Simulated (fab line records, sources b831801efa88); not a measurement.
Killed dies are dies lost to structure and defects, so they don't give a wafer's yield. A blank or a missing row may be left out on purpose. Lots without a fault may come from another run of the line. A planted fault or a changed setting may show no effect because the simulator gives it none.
A struck lot beside a sound one | flow sky130 | 41 steps out of a route of 708
Sound: wafers L661.1, L661.3, L661.6. Struck: wafers L673.1, L673.4, L673.6. The cause comes at the end.
At each step with rows: each side's tool, then ch and its chambers, then its first start. Under that, the readings that differ: sound wafers | struck wafers | difference of the means | sigmas: that difference in standard deviations of wafers without a fault.
alike: readings whose means differ by less than 2 such deviations, and words and numbers that are the same on both sides. not compared: withheld readings, readings that some wafer has no value for, bounds like >300 that may hide the same value, and numbers for which the record gives no deviation and whose values overlap.
The two part at a step that has a row with sigmas, a row that says differs or no value, or rows on one side only. Numbers that don't overlap but have no deviation are shown without sigmas and don't part them. A reading that every wafer of one side lacks parts them only if that side has two wafers or more.

first, 1 step without rows for these wafers: SKY_NWELL_IMPLANT_24.
SKY_NWELL_STRIP_25: strips in O2/N2.
  sound on plasma_asher-01 ch 0,1, day 6 05:41; struck on plasma_asher-04 ch 0,1, day 9 09:14
  alike: drypump_motor_current_A, oes_product_au, strip_time_to_endpoint_s
  not compared: rf_hours_counter_h
SKY_NWELL_TW_MEAS_26:
  sound on film_metro-03, day 6 05:47; struck on film_metro-02, day 9 09:20
  reading    | sound       | struck      | difference | sigmas
  NWELL_2_TW | 488 487 484 | 498 498 497 | +11        | +2
then, 1 step without rows for these wafers: SKY_NWELL_CLEAN_27 (cleans in SC1/SC2, time 150 s).
SKY_NWELL_RTA_28: time 30 s.
  sound on rtp_anneal-02 ch 0, day 6 05:53; struck on rtp_anneal-01 ch 0, day 9 09:27
  alike: lamp_power_pct, wafer_temp_C_max
SKY_NWELL_RS_MEAS_29: measures by four-point-probe.
  sound on film_metro-02, day 6 05:59; struck on film_metro-04, day 9 09:33
  alike: NWELL_RS
SKY_NWELL_RS_MEAS_31: measures by four-point-probe.
  sound on film_metro-02, day 6 06:14; struck on film_metro-04, day 9 09:47
  alike: PWDE_RS
then, 4 steps without rows for these wafers: SKY_VT_ADJUST_HVTP_DEHYDRATE_00 (time 60 s); SKY_VT_ADJUST_HVTP_HMDS_01 (prime time 60 s); SKY_VT_ADJUST_HVTP_COAT_02 (resist thk 1140 nm); SKY_VT_ADJUST_HVTP_SOFTBAKE_03 (time 60 s).
SKY_VT_ADJUST_HVTP_EXPOSE_04: exposes mask HVTPM, target cd 380 nm.
  sound on iline_stepper-02 ch 0, day 6 16:17; struck on iline_stepper-01 ch 0, day 9 20:15
  reading | sound                   | struck                                                | difference | sigmas
  mask    | HVTPM#0 HVTPM#0 HVTPM#0 | HVN_STD_DERIVED#0 HVN_STD_DERIVED#0 HVN_STD_DERIVED#0 | differs    |
then, 2 steps without rows for these wafers: SKY_VT_ADJUST_HVTP_PEB_05; SKY_VT_ADJUST_HVTP_DEVELOP_06 (develop time 60 s).
SKY_VT_ADJUST_HVTP_CD_MEAS_07: target cd 380 nm.
  sound on cd_sem-01, day 7 01:34; struck on cd_sem-02, day 10 07:13
  reading    | sound             | struck | difference                    | sigmas
  cd_nm (nm) | 380.3 378.0 377.0 | - - -  | no value on the struck wafers |
SKY_VT_ADJUST_HVTP_OVL_MEAS_08:
  sound on overlay-02, day 7 01:41; struck on overlay-01, day 10 07:20
  reading                 | sound       | struck | difference                    | sigmas
  VT_ADJUST_HVTP_OVL (nm) | 1.6 1.1 3.2 | - - -  | no value on the struck wafers |
then, 1 step without rows for these wafers: SKY_VT_ADJUST_HVTP_IMPLANT_09.
SKY_VT_ADJUST_HVTP_STRIP_10: strips in O2/N2.
  sound on plasma_asher-04 ch 0,1, day 7 01:52; struck on plasma_asher-02 ch 0, day 10 07:32
  alike: drypump_motor_current_A, oes_product_au, strip_time_to_endpoint_s
  not compared: rf_hours_counter_h
SKY_VT_ADJUST_HVTP_TW_MEAS_11:
  sound on film_metro-01, day 7 01:58; struck on film_metro-01, day 10 07:38
  reading           | sound          | struck   | difference | sigmas
  VT_ADJUST_HVTP_TW | 1337 1336 1330 | 30 30 30 | -1304      | -87
then, 7 steps without rows for these wafers: SKY_VT_ADJUST_LVTN_DEHYDRATE_00 (time 60 s); SKY_VT_ADJUST_LVTN_HMDS_01 (prime time 60 s); SKY_VT_ADJUST_LVTN_COAT_02 (resist thk 3000 nm); SKY_VT_ADJUST_LVTN_SOFTBAKE_03; SKY_VT_ADJUST_LVTN_EXPOSE_04 (exposes mask NWM COMPLEMENT LESS NATIVE, target cd 840 nm); SKY_VT_ADJUST_LVTN_PEB_05; SKY_VT_ADJUST_LVTN_DEVELOP_06 (develop time 60 s).
SKY_VT_ADJUST_LVTN_OVL_MEAS_07:
  sound on overlay-01, day 7 20:58; struck on overlay-01, day 11 06:38
  alike: VT_ADJUST_LVTN_OVL
then, 1 step without rows for these wafers: SKY_VT_ADJUST_LVTN_IMPLANT_08.
SKY_VT_ADJUST_LVTN_STRIP_09: strips in O2/N2.
  sound on plasma_asher-02 ch 0, day 7 21:10; struck on plasma_asher-02 ch 0,1, day 11 06:49
  alike: drypump_motor_current_A, oes_product_au, strip_time_to_endpoint_s
  not compared: rf_hours_counter_h
SKY_VT_ADJUST_LVTN_TW_MEAS_10:
  sound on film_metro-04, day 7 21:16; struck on film_metro-04, day 11 06:55
  alike: VT_ADJUST_LVTN_TW
then, 7 steps without rows for these wafers: SKY_VT_ADJUST_LVTN_DEHYDRATE_11 (time 60 s); SKY_VT_ADJUST_LVTN_HMDS_12 (prime time 60 s); SKY_VT_ADJUST_LVTN_COAT_13 (resist thk 1140 nm); SKY_VT_ADJUST_LVTN_SOFTBAKE_14 (time 60 s); SKY_VT_ADJUST_LVTN_EXPOSE_15 (exposes mask HVN STD DERIVED, target cd 600 nm); SKY_VT_ADJUST_LVTN_PEB_16; SKY_VT_ADJUST_LVTN_DEVELOP_17 (develop time 60 s).
SKY_VT_ADJUST_LVTN_OVL_MEAS_18:
  sound on overlay-02, day 8 17:06; struck on overlay-01, day 12 06:53
  alike: VT_ADJUST_LVTN_01_OVL
then, 1 step without rows for these wafers: SKY_VT_ADJUST_LVTN_IMPLANT_19.
SKY_VT_ADJUST_LVTN_STRIP_20: strips in O2/N2.
  sound on plasma_asher-01 ch 0,1, day 8 17:17; struck on plasma_asher-01 ch 0,1, day 12 07:04
  reading                      | sound             | struck            | difference | sigmas
  strip_time_to_endpoint_s (s) | 14.15 14.16 14.13 | 14.26 14.23 14.25 | +0.10      | +2
  alike: drypump_motor_current_A, oes_product_au
  not compared: rf_hours_counter_h
SKY_VT_ADJUST_LVTN_TW_MEAS_21:
  sound on film_metro-01, day 8 17:23; struck on film_metro-01, day 12 07:10
  reading             | sound             | struck               | difference | sigmas
  VT_ADJUST_LVTN_2_TW | 186.0 185.4 184.8 | 1332.2 1341.5 1330.8 | +1149.4    | +99 or more

WHERE THEY PART
First at SKY_NWELL_TW_MEAS_26; last, within this record, at SKY_VT_ADJUST_LVTN_TW_MEAS_21.

WHY: what the simulator had put in
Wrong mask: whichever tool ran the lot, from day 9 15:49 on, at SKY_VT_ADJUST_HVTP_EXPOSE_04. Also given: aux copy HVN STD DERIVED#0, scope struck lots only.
